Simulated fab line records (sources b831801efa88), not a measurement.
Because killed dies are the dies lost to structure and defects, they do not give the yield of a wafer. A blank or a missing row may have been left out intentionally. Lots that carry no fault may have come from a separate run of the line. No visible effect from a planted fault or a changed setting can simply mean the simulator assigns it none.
Chamber matching ; flow sfq-line ; SFQ_TRILAYER_I6_VIA_ETCH_VIA_ETCH_172 on rie-diel-04: 4 sister chambers
The step etches SiO2 in CHF3, stops on Nb, target depth 260 nm. 4 wafers are shown with their chamber, then 7 later ones without.

WAFERS, EACH WITH ITS CHAMBER
wafer;chamber;drypump-motor-current-A (A)
L136.4;2;5.3
L137.3;3;6.0
L137.4;0;5.7
L137.5;1;5.3

WAFERS WITHOUT THEIR CHAMBER
wafer;drypump-motor-current-A (A)
L141.1;6.0
L141.3;5.4
L141.5;5.7
L142.5;5.7
L149.1;5.3
L149.3;5.4
L149.4;6.1

THE CHAMBER EACH PASSED THROUGH
wafer;from the rows above;in truth
L141.1;3;3
L141.3;can't be placed: 1 or 2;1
L141.5;0;0
L142.5;0;0
L149.1;can't be placed: 1 or 2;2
L149.3;can't be placed: 1 or 2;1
L149.4;3;3
Correctly placed: 4 of 7. Can't be placed from these rows: 3 (the true chamber is among the candidates in 3). Placed wrongly: 0.
How it was worked out, from the rows above alone: a wafer's distance from a chamber is the root of the sum, over the readings, of the square of ((its reading less the chamber's mean) divided by the reading's scatter). The wafer belongs to the nearest chamber; if the next one is less than 2 further off, it can't be placed. The mean given for a chamber averages the wafers shown for that chamber. The scatter: root of mean squared gap, hidden wafer to nearest shown wafer, with one shown wafer a chamber.
